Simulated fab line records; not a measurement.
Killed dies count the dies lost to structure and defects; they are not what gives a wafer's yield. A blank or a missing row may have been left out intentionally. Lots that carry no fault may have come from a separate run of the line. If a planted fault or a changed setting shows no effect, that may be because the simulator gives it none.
A lot that was struck, set against a sound lot | flow sky130 | 15 out of 708 route steps
Sound: the wafers L687.1, L687.2, L687.3. Wafers struck: L704.1, L704.5, L704.6. The cause comes at the end.
Per side, at each step with rows, come the tool, then ch with its chambers, and then its first start. Under that, the readings that differ: sound wafers | struck wafers | difference of the means | sigmas: that difference in standard deviations of wafers without a fault.
alike: words and numbers the same on both sides, and readings whose means are apart by under 2 such deviations; not compared: readings that were withheld, readings missing a value for some wafer, numbers with overlapping values and no deviation given by the record, and bounds like >300 which may hide the same value.
Wherever a step has rows on one side only, a row that says differs or no value, or a row with sigmas, the two part there. Numbers that don't overlap but have no deviation are shown without sigmas and don't part them. Lack of a reading on every wafer of one side parts them only where that side has two or more wafers.

first, 6 steps without rows for these wafers: SKY_GATE_OXIDE_HMDS_04 (prime time 60 s); SKY_GATE_OXIDE_COAT_05 (resist thk 1140 nm); SKY_GATE_OXIDE_SOFTBAKE_06 (time 60 s); SKY_GATE_OXIDE_EXPOSE_07 (exposes mask LVOM, target cd 600 nm); SKY_GATE_OXIDE_PEB_08; SKY_GATE_OXIDE_DEVELOP_09 (develop time 60 s).
SKY_GATE_OXIDE_OVL_MEAS_10:
  sound on overlay-02 at day 14 12:20; struck on overlay-01 at day 20 02:44
  alike: GATE_OXIDE_OVL
then, 2 steps without rows for these wafers: SKY_GATE_OXIDE_IMPLANT_11; SKY_GATE_OXIDE_WET_ETCH_12 (etches SiO2 in dHF, target depth 16.8 nm, time 336 s).
SKY_GATE_OXIDE_STRIP_13: strips in O2/N2.
  sound on plasma_asher-04 ch 0,1, day 14 12:37; struck on plasma_asher-03 ch 0,1, day 20 03:01
  alike: chamber_pressure_mTorr, drypump_motor_current_A, o2_flow_sccm, oes_product_au, strip_time_to_endpoint_s
  not compared: rf_hours_counter_h
SKY_GATE_OXIDE_TW_MEAS_14:
  sound on film_metro-01 at day 14 12:43; struck on film_metro-04 at day 20 03:07
  alike: GATE_OXIDE_TW
then, 1 step without rows for these wafers: SKY_GATE_OXIDE_CLEAN_15 (cleans in SC1/SC2, time 150 s).
SKY_GATE_OXIDE_OXIDATION_16: stabilise 600 s, purge 300 s, target thk 3.57 nm.
  sound on furnace-02 ch 0, day 14 12:50; struck on furnace-02 ch 0, day 20 03:31
  reading                                           | sound            | struck           | difference | sigmas
  model.SiO2_of_GATE_OXIDE_OXIDATION_01.thk_nm (nm) | 11.93 11.75 11.8 | 12.2 12.12 12.11 | +0.3       |
  alike: spike_tc_bottom_C, spike_tc_centre_C, spike_tc_top_C, zone_power_lower_pct
then, 1 step without rows for these wafers: SKY_POLY_GATE_CVD_00 (deposits poly-Si, target thk 180 nm, time 720 s).
-- here the record skips 30 days between the struck wafers' starts before and after, leaving off in module POLY_GATE and picking up in module PAD_OPEN (first step shown: number 708 of the route) --
SKY_PAD_OPEN_PROBE_99:
  sound on prober-02 at day 46 09:14; struck on prober-01 at day 49 22:45
  reading                                | sound                        | struck                        | difference | sigmas
  model.etest.nfet_16v.r_on_ohm_um       | 1.447e+04 1.424e+04 1.42e+04 | 1.507e+04 1.493e+04 1.481e+04 | +6.333e+02 |
  model.etest.pfet_16v.r_on_ohm_um       | 1.523e+04 1.5e+04 1.545e+04  | 1.622e+04 1.59e+04 1.557e+04  | +6.700e+02 |
  model.etest.pfet_g5v0d10v5.r_on_ohm_um | 4775 4804 4760               | 5226 5206 5151                | +415       |
  model.etest.pfet_01v8.r_on_ohm_um      | 2824 2870 2848               | 3214 3282 3245                | +400       |
  model.etest.tip_sonos.rs_ohm_sq        | 2705 2661 2679               | 2772 2786 2784                | +99        |
  model.etest.nfet_g5v0d10v5.r_on_ohm_um | 1905 1899 1884               | 2054 2045 2039                | +150       |
  model.etest.nfet_01v8.r_on_ohm_um      | 838.5 842.1 836.6            | 897.4 935.5 903.5             | +73.1      |
  model.etest.nfet_01v8_lvt.drive_ua_um  | 568.7 570.5 565.7            | 539.1 518.6 534.8             | -37.5      |
  alike: killed_at_M0_to_M3, killed_at_M4_up, killed_at_contacts, killed_at_front_end, killed_at_other, killed_dies, killed_open, killed_short

== WHERE THEY PART ==
Nowhere in this record.

WHY: the cause the simulator had injected
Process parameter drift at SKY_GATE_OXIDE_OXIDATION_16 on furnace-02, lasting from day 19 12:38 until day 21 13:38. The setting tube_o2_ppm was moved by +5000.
